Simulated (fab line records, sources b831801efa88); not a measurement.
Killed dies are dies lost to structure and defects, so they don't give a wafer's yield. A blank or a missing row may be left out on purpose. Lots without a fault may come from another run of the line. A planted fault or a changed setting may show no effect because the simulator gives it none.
fab line records | flow gf180mcu
record lots=6 wafers=18 last_day=34
route steps=602 shown V2@382
lots that met no fault: from a run of the same line without faults
start_h: hours from the record's first day to the start of the lot's first wafer shown | wait_h: hours since the lot's step before | " the same as in the row above | L1.1+2: a row that stands for several wafers | - no value, or no start given | * or withheld: withheld | < > ~ a bound
route shown NAME@n: a module of which the file shows steps, and the number in the route of the first | usual: mean/standard deviation of fault-free wafers | same: alike in all rows | chamber/n: place in a boat | sites: the reading at each site | _std_site: their standard deviation | _edge_site: outer sites' mean less inner sites' | radius_mm: how far each site lies from the wafer's centre | mask NAME#n: copy n | behind: the tool/chamber that last shaped the wafer | hold: why the lot was held/for how many hours/how that ended | device: the transistor (n, p or np) that didn't switch | end of line: the same wafers' tests at the end of the route | a step without rows: its recipe alone | killed: dies lost to structure and defects at the first sort, not the wafer's yield | map: a wafer's dies, x killed, . not, _ none there
set.NAME: the setting as run; set.NAME@STEP: as run at that earlier step | model.NAME: the simulator's own value behind a step, which no gauge read
lots at some steps of the route; a table a step, a row a wafer
services: from which hour (start_h, from the record's first day; less than 0 if before it) a tool's chamber was out of use, for how many hours, and why
## steps
# step GF_V2_CVD_00
# recipe material=SiO2 target_thk_nm=600 sigma_open_frac=0.3 temp_c=400 time_s=100 sih4_flow_sccm=60 pressure_mtorr=6
# step GF_V2_THK_MEAS_01
# recipe reads=SiO2_of_V2_CVD_00
# usual V2_CVD_00_THK=602/5.2
# columns lot.wafer tool chamber start_h wait_h V2_CVD_00_THK[nm]
L283.1 film_metro-03 - 475.61 0.0 606
L283.3 " - " " 610
L283.4 " - " " 600
L288.1 film_metro-03 - 525.09 0.0 599
L288.2 " - " " 604
L288.3 " - " " 601
L289.2 film_metro-01 - 529.26 0.0 597
L289.3 " - " " 603
L289.6 " - " " 601
L290.3 film_metro-02 - 542.12 0.1 611
L290.4 " - " " 615
L290.6 " - " " 603
L294.2 film_metro-01 - 566.54 0.0 594
L294.5 " - " " 601
L294.6 " - " " 594
L301.1 film_metro-03 - 616.04 0.0 596
L301.4 " - " " 586
L301.5 " - " " 597
# step GF_V2_CVD_02
# recipe material=SiO2 target_thk_nm=850 precursor=TEOS temp_c=400 time_s=94.851 rf_w=600
# usual heater_power_w=657/92
# columns lot.wafer tool chamber start_h wait_h heater_power_w
L283.1 pecvd-04 1 475.67 0.1 554
L283.3 " 2 " " 669
L283.4 " 2 " " 726
L288.1 pecvd-04 2 525.15 0.1 746
L288.2 " 0 " " 671
L288.3 " 1 " " 601
L289.2 pecvd-01 2 529.31 0.0 754
L289.3 " 0 " " 464
L289.6 " 2 " " 793
L290.3 pecvd-01 2 542.20 0.1 642
L290.4 " 1 " " 684
L290.6 " 2 " " 712
L294.2 pecvd-03 1 566.59 0.0 756
L294.5 " 1 " " 635
L294.6 " 2 " " 745
L301.1 pecvd-01 2 616.10 0.1 706
L301.4 " 1 " " 705
L301.5 " 0 " " 545
# step GF_V2_THK_MEAS_03
# recipe reads=SiO2_of_V2_CVD_02
# usual V2_CVD_02_THK=851/9.1
# columns lot.wafer tool chamber start_h wait_h V2_CVD_02_THK[nm]
L283.1 film_metro-02 - 475.74 0.0 846
L283.3 " - " " 841
L283.4 " - " " 856
L288.1 film_metro-01 - 525.22 0.0 859
L288.2 " - " " 858
L288.3 " - " " 842
L289.2 film_metro-02 - 529.39 0.0 844
L289.3 " - " " 844
L289.6 " - " " 861
L290.3 film_metro-02 - 542.29 0.1 859
L290.4 " - " " 850
L290.6 " - " " 858
L294.2 film_metro-03 - 566.67 0.0 848
L294.5 " - " " 862
L294.6 " - " " 855
L301.1 film_metro-02 - 616.17 0.0 839
L301.4 " - " " 849
L301.5 " - " " 851
# step GF_V2_CMP_04
# recipe material=SiO2 down_force_psi=4 platen_rpm=60 pad_velocity_m_s=0.94248
# usual motor_current_A=11.7/0.73 time_to_endpoint_s=81/4.5
# columns lot.wafer tool chamber start_h wait_h motor_current_A time_to_endpoint_s
L283.1 cmp-02 1 475.80 0.1 11.3 76
L283.4 " 2 " " 11.5 84
L283.3 " 0 " " 12.5 81
L288.2 cmp-01 1 525.33 0.1 12.5 83
L288.3 " 2 " " 12.4 78
L288.1 " 3 " " 11.2 82
L289.2 cmp-01 3 529.44 0.0 11.5 75
L289.3 " 0 " " 10.8 78
L289.6 " 0 " " 10.6 83
L290.4 cmp-01 0 542.33 0.0 10.7 80
L290.3 " 2 " " 13.1 88
L290.6 " 1 " " 11.5 82
L294.2 cmp-02 1 566.77 0.1 11.3 80
L294.5 " 0 " " 12.2 87
L294.6 " 1 " " 11.4 78
L301.1 cmp-02 2 616.33 0.1 10.8 83
L301.4 " 3 " " 11.9 85
L301.5 " 1 " " 11.4 83
# step GF_V2_BOW_MEAS_05
# recipe mode=bow
# usual V2_BOW=100/8.7
# columns lot.wafer tool chamber start_h wait_h V2_BOW[um]
L283.1 film_metro-03 - 476.10 0.2 110
L283.3 " - " " 100
L283.4 " - " " 101
L288.1 film_metro-01 - 525.58 0.1 95
L288.2 " - " " 100
L288.3 " - " " 105
L289.2 film_metro-02 - 529.76 0.3 108
L289.3 " - " " 105
L289.6 " - " " 110
L290.3 film_metro-01 - 542.67 0.2 89
L290.4 " - " " 74
L290.6 " - " " 85
L294.2 film_metro-01 - 567.04 0.2 98
L294.5 " - " " 104
L294.6 " - " " 105
L301.1 film_metro-01 - 616.53 0.1 102
L301.4 " - " " 98
L301.5 " - " " 102
# step GF_V2_DEHYDRATE_06
# recipe temp_c=200 time_s=60
# step GF_V2_HMDS_07
# recipe prime_time_s=60 prime_temp_c=120
# step GF_V2_COAT_08
# recipe resist=BARC temp_c=withheld time_s=withheld spin_rpm=withheld resist_thk_nm=withheld
# step GF_V2_COAT_09
# recipe resist=KrF spin_rpm=withheld resist_thk_nm=1000
# step GF_V2_SOFTBAKE_10
# recipe temp_c=130 time_s=60 resist=KrF
# step GF_V2_EXPOSE_11
# recipe mask_id=Via2 target_cd_nm=260 na=0.68 source_shape=conventional sigma_outer=0.6 dose_mj=38
# step GF_V2_PEB_12
# recipe peb_temp_c=135 peb_time_s=90 resist=KrF
# usual chill_plate_temp_C=22.98/0.12 exhaust_pa=45.2/1
# columns lot.wafer tool chamber start_h wait_h chill_plate_temp_C exhaust_pa
L283.1 litho_track-03 0 499.60 - 23.01 44.2
L283.3 " 0 " " 23.04 46.2
L283.4 " 0 " " 22.99 45.6
L288.1 litho_track-01 - 547.94 - - -
L288.2 " - " " - -
L288.3 " - " " - -
L289.2 litho_track-02 - 551.95 - - -
L289.3 " - " " - -
L289.6 " - " " - -
L290.3 litho_track-01 0 563.90 - 22.88 44.5
L290.4 " 0 " " 22.92 44.3
L290.6 " 0 " " 23.06 43.6
L294.2 litho_track-01 0 588.42 - 22.87 46.6
L294.5 " 0 " " 23.04 45.3
L294.6 " 0 " " 22.88 46.0
L301.1 litho_track-01 0 636.83 - 22.96 43.8
L301.4 " 0 " " 23.14 46.0
L301.5 " 0 " " 23.19 45.3
# step GF_V2_DEVELOP_13
# recipe develop_time_s=60 resist=KrF dev_temp_c=21
## services
# columns tool chamber start_h hours kind
pecvd-01 - 463.90 14.6 pm
cmp-02 - 473.92 1.5 repair
cmp-02 - 497.13 3.7 repair
pecvd-01 - 504.10 12.9 repair
pecvd-03 0 507.33 7.6 repair
pecvd-01 - 515.64 0.5 repair
pecvd-01 0 537.97 5.7 repair
cmp-01 - 542.70 2.3 repair
pecvd-03 0 551.32 10.5 repair
cmp-02 - 553.35 3.3 pm
pecvd-01 1 563.15 10.7 repair
cmp-02 - 572.03 4.0 pm
cmp-02 - 576.03 - consumable_replace:conditioner
cmp-02 - 576.03 - consumable_replace:pad
pecvd-04 - 591.12 14.0 pm
pecvd-04 0 591.12 14.0 vent_cycle
pecvd-04 1 591.12 14.0 vent_cycle
pecvd-04 2 591.12 14.0 vent_cycle
pecvd-04 0 605.12 - clean
pecvd-04 1 605.12 - clean
pecvd-04 2 605.12 - clean
cmp-02 - 605.33 0.6 repair
cmp-01 - 629.47 1.9 repair
cmp-02 - 634.36 0.3 repair
## key
first_sign step=GF_V2_PEB_12 reading=tool_record direction=missing
effect none on later readings
met_at GF_V2_PEB_12
struck_wafers L288.1,L288.2,L288.3,L289.2,L289.3,L289.6
later_rows_left_out L288.1,L288.2,L288.3,L289.2,L289.3,L289.6
sort_left_out L288.1,L288.2,L288.3,L289.2,L289.3,L289.6
earlier_fault kind=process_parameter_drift tool=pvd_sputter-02 chamber=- onset_h=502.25 steps=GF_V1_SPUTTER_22 channel=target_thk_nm offset=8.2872 shape=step acts_in=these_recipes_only stated=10
fault kind=skipped_step_whole tool=litho_track-01,litho_track-02 chamber=- onset_h=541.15 steps=GF_V2_PEB_12 scope=struck_lots_only
# sort_left_out: the simulated sort isn't trusted on such a fault, so these wafers' sort isn't shown, and their yield isn't known
# later_rows_left_out: the simulator's readings of these wafers behind a module that went badly wrong aren't trusted and aren't shown, but for the sort
